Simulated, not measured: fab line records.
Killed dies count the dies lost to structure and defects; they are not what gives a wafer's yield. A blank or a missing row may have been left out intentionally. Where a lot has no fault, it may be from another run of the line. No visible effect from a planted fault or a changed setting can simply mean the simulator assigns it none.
A struck lot beside a sound one :: flow sky130 :: 15 steps out of a route of 708
Sound: these wafers, L797.1, L797.5, L797.6. The struck wafers were L805.2, L805.5, L805.6. At the end, the cause is stated.
Order at every step that has rows: each side's tool, ch and its chambers, its first start. Under that, the readings that differ: sound wafers :: struck wafers :: difference of the means :: sigmas: that difference in standard deviations of wafers without a fault.
alike: readings with means less than 2 such deviations apart, plus words and numbers identical on both sides. not compared: withheld readings, readings lacking a value on some wafer, bounds such as >300 that could conceal the same value, and numbers that have no deviation in the record and whose values overlap.
The two part at a step that has a row with sigmas, a row that says differs or no value, or rows on one side only. Non-overlapping numbers with no deviation appear without sigmas and do not part them. A reading missing from all wafers of one side parts the sides only when that side holds two or more wafers.

SKY_VIA4_STRIP_13: strips in O2/N2.
  sound on plasma_asher-04 ch 0,1, day 44 17:34; struck on plasma_asher-04 ch 0,1, day 47 01:46
  alike: chamber_pressure_mTorr, drypump_motor_current_A, oes_product_au, strip_time_to_endpoint_s
  not compared: rf_hours_counter_h
then, 3 steps without rows for these wafers: SKY_VIA4_STRIP_14 (strips in post etch residue remover, time 1200 s); SKY_VIA4_CLEAN_15 (cleans in IPA, time 180 s); SKY_VIA4_CLEAN_16 (cleans in O3/DIW).
SKY_VIA4_SPUTTER_17: material TiN, target thk 20 nm, time 80 s.
  sound: pvd_sputter-02 at day 44 18:09; struck: pvd_sputter-02 at day 47 02:24
  alike: chamber_pressure_pa, throttle_valve_pct
then, 1 step without rows for these wafers: SKY_VIA4_CVD_18 (deposits W, target thk 505 nm, time 152.14 s).
SKY_VIA4_RS_MEAS_19: the measuring method here is four-point-probe.
  sound: film_metro-02 at day 44 18:22; struck: film_metro-04 at day 47 02:38
  alike: VIA4_W_RS
SKY_VIA4_THK_MEAS_20: measures by xrf.
  sound: film_metro-02 at day 44 18:29; struck: film_metro-04 at day 47 02:44
reading: VIA4_W_THK (nm)
sound: 498 505 490
struck: 518 513 511
difference: +16
sigmas: +2
SKY_VIA4_CMP_21: polishes, stops on SiO2, t overpolish 25 s, target thk 0 nm.
  sound on cmp-02 ch 1,2,3, day 44 18:41; struck on cmp-02 ch 1,2,3, day 47 02:53
  alike: motor_current_A, overpolish_run_s, platen_rpm, time_to_endpoint_s
SKY_METAL5_SPUTTER_00: material Ti, target thk 15 nm, time 10 s.
  sound: pvd_sputter-04 at day 44 18:50; struck: pvd_sputter-04 at day 47 03:05
  alike: chamber_pressure_pa, throttle_valve_pct
then, 2 steps without rows for these wafers: SKY_METAL5_SPUTTER_01 (material TiN, target thk 20 nm, time 16.7 s); SKY_METAL5_SPUTTER_02 (material AlCu, target thk 1150 nm, time 61.2 s).
SKY_METAL5_SPUTTER_03: material Ti, target thk 5 nm, time 3.3 s.
  sound: pvd_sputter-04 at day 44 18:56; struck: pvd_sputter-04 at day 47 03:11
reading: chamber_pressure_pa (Pa)
sound: 0.4003 0.4007 0.3997
struck: 0.4650 0.4654 0.4649
difference: +0.0649
sigmas: +77

reading: throttle_valve_pct (%)
sound: 30.2 30.2 28.7
struck: 26.8 26.6 27.8
difference: -2.6
sigmas: -3
SKY_METAL5_SPUTTER_04: material TiN, target thk 70 nm, time 58.3 s.
  sound: pvd_sputter-04 at day 44 18:58; struck: pvd_sputter-04 at day 47 03:13
  alike: chamber_pressure_pa, throttle_valve_pct
-- the record jumps here: 3 days lie between the struck wafers' starts before and after (it left off in module METAL5 and takes up again in module PAD_OPEN, whose first step shown is number 708 of the route) --
SKY_PAD_OPEN_PROBE_99:
  sound: prober-01 at day 47 12:51; struck: prober-01 at day 49 15:26
  alike: defect_limited_yield, killed_at_M0_to_M3, killed_at_M4_up, killed_at_contacts, killed_at_front_end, killed_at_other, killed_dies, killed_open, killed_short, sort_bin_3_pad_short, sort_bin_5_function, sort_bin_6_memory, sort_n_pass, sort_yield_pct

== WHERE THEY PART ==
Earliest at SKY_VIA4_THK_MEAS_20; latest, in this record, at SKY_METAL5_SPUTTER_03. Later steps at which nothing parts them and some readings are alike: SKY_METAL5_SPUTTER_04, SKY_PAD_OPEN_PROBE_99.

WHY: what the simulator had put in
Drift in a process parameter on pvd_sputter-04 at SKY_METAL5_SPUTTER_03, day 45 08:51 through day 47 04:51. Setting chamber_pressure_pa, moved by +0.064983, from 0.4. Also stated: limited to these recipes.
